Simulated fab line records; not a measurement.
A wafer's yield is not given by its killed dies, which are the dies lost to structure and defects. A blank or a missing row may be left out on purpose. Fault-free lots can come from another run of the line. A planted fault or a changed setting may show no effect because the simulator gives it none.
Check for tools in common | flow sky130 | Sampled: 13 lots, 48 wafers

== WHY THIS WAS OPENED ==
SKY_CONTACT_THK_MEAS_01, reading CONTACT_CVD_00_THK: flagged on 3 of 13 lots. Wafers without a fault read 74.6 nm, standard deviation 1.2.
Rule: flag the lot when none of its wafers has a number, or when each of its wafers that has one lies beyond 4 standard deviations from that mean. The rest of the lots are taken to be sound.

lot  | measured     | on           | CONTACT_CVD_00_THK (nm), wafer by wafer | flag
L918 | day 30 09:43 | filmMetro-02 | 75.1 75.3 77.0                          | 
L921 | day 30 21:38 | filmMetro-01 | 75.3 75.5 74.9                          | 
L919 | day 30 22:31 | filmMetro-04 | 75.8 75.8 74.7                          | 
L920 | day 31 03:04 | filmMetro-01 | 144.5 149.4 149.4 144.5 149.3 149.6     | FLAGGED
L922 | day 31 07:51 | filmMetro-01 | 149.2 149.2 152.0 149.0 149.2 151.9     | FLAGGED
L923 | day 31 11:01 | filmMetro-01 | 148.1 151.2 149.3 148.0 151.1 149.4     | FLAGGED
L932 | day 34 21:47 | filmMetro-01 | 73.6 74.6 74.9                          | 
L933 | day 35 03:21 | filmMetro-04 | 73.7 73.4 73.1                          | 
L934 | day 35 15:21 | filmMetro-01 | 73.8 73.7 75.3                          | 
L936 | day 35 20:37 | filmMetro-04 | 71.6 75.2 74.0                          | 
L937 | day 36 06:39 | filmMetro-01 | 73.1 73.7 73.0                          | 
L938 | day 36 23:38 | filmMetro-04 | 74.2 75.2 76.5                          | 
L939 | day 37 01:08 | filmMetro-02 | 73.4 74.3 75.8                          | 
The mean of the flagged lots' numbers is 149.1 nm, +74.5 nm from the usual (+62 standard deviations).

== WHICH TOOL EACH LOT WENT THROUGH ==
The record holds 3 process steps before the reading, out of a route of 708 steps. Each cell gives the tool, then ch followed by the chambers the sampled wafers passed through, then the start.
lot  | flag    | SKY_LI_CONTACT_STRIP_16             | SKY_LOCAL_INTERCONNECT_SPUTTER_00 | SKY_CONTACT_CVD_00
L918 |         | plasmaAsher-03 ch 0,1, day 29 05:59 | pvdSputter-02, day 29 07:01       | pecvd-01 ch 1,2, day 30 09:40
L921 |         | plasmaAsher-04 ch 0,1, day 29 17:32 | pvdSputter-02, day 29 18:34       | pecvd-03 ch 0,2, day 30 21:36
L919 |         | plasmaAsher-01 ch 0,1, day 29 18:07 | pvdSputter-02, day 29 19:09       | pecvd-01 ch 1,2, day 30 22:28
L920 | FLAGGED | plasmaAsher-04 ch 0,1, day 29 22:35 | pvdSputter-04, day 29 23:38       | pecvd-03 ch 0,1, day 31 02:50
L922 | FLAGGED | plasmaAsher-01 ch 0,1, day 30 03:47 | pvdSputter-03, day 30 04:49       | pecvd-04 ch 0,1,2, day 31 07:00
L923 | FLAGGED | plasmaAsher-04 ch 0,1, day 30 07:03 | pvdSputter-03, day 30 08:05       | pecvd-01 ch 0,1,2, day 31 10:00
L932 |         | plasmaAsher-01 ch 0,1, day 33 16:47 | pvdSputter-03, day 33 17:58       | pecvd-04 ch 1,2, day 34 21:46
L933 |         | plasmaAsher-03 ch 0,1, day 33 22:30 | pvdSputter-02, day 33 23:44       | pecvd-01 ch 0,1,2, day 35 03:18
L934 |         | plasmaAsher-04 ch 0,1, day 34 10:32 | pvdSputter-04, day 34 11:34       | pecvd-04 ch 0,2, day 35 15:18
L936 |         | plasmaAsher-04 ch 0,1, day 34 15:50 | pvdSputter-02, day 34 16:52       | pecvd-01 ch 0,1,2, day 35 20:32
L937 |         | plasmaAsher-04 ch 1, day 35 01:38   | pvdSputter-04, day 35 02:42       | pecvd-01 ch 0,1,2, day 36 06:37
L938 |         | plasmaAsher-04 ch 0,1, day 35 18:32 | pvdSputter-02, day 35 19:35       | pecvd-04 ch 1,2, day 36 23:36
L939 |         | plasmaAsher-03 ch 0,1, day 35 19:31 | pvdSputter-02, day 35 20:31       | pecvd-03 ch 0,1, day 37 01:05
What these steps do:
- SKY_LI_CONTACT_STRIP_16: strips in O2/N2.
- SKY_LOCAL_INTERCONNECT_SPUTTER_00: material TiN, target thk 100 nm, time 83.3 s.
- SKY_CONTACT_CVD_00: deposits Si3N4, target thk 75 nm.
- SKY_CONTACT_THK_MEAS_01

== FLAGGED OVER TOTAL, TOOL BY TOOL (the gauges that took the reading come last) ==
step                              | tool           | lots run | flagged | share of the flagged lots | sound lots run after its first flagged lot
SKY_LI_CONTACT_STRIP_16           | plasmaAsher-01 | 3        | 1       | some                      | 1 (L932)
SKY_LI_CONTACT_STRIP_16           | plasmaAsher-03 | 3        | 0       | none                      | -
SKY_LI_CONTACT_STRIP_16           | plasmaAsher-04 | 7        | 2       | some                      | 4 (L934,L936,L937,L938)
SKY_LOCAL_INTERCONNECT_SPUTTER_00 | pvdSputter-02  | 7        | 0       | none                      | -
SKY_LOCAL_INTERCONNECT_SPUTTER_00 | pvdSputter-03  | 3        | 2       | some                      | 1 (L932)
SKY_LOCAL_INTERCONNECT_SPUTTER_00 | pvdSputter-04  | 3        | 1       | some                      | 2 (L934,L937)
SKY_CONTACT_CVD_00                | pecvd-01       | 6        | 1       | some                      | 3 (L933,L936,L937)
SKY_CONTACT_CVD_00                | pecvd-03       | 3        | 1       | some                      | 1 (L939)
SKY_CONTACT_CVD_00                | pecvd-04       | 4        | 1       | some                      | 3 (L932,L934,L938)
SKY_CONTACT_THK_MEAS_01           | filmMetro-01   | 7        | 3       | all                       | 3 (L932,L934,L937)
SKY_CONTACT_THK_MEAS_01           | filmMetro-02   | 2        | 0       | none                      | -
SKY_CONTACT_THK_MEAS_01           | filmMetro-04   | 4        | 0       | none                      | -

== WHAT IS ALLOWED BY THE TABLE ==
1 row of the table ran every flagged lot: filmMetro-01 at SKY_CONTACT_THK_MEAS_01.
- filmMetro-01 at SKY_CONTACT_THK_MEAS_01: 3 of its 7 lots flagged. Sound lots ran on it after the first flagged one (L932, L934, L937), which a lasting fault on the whole tool wouldn't allow.
No row of the table ran every flagged lot and no sound lot after the first.

== WHAT THE SIMULATOR PUT IN ==
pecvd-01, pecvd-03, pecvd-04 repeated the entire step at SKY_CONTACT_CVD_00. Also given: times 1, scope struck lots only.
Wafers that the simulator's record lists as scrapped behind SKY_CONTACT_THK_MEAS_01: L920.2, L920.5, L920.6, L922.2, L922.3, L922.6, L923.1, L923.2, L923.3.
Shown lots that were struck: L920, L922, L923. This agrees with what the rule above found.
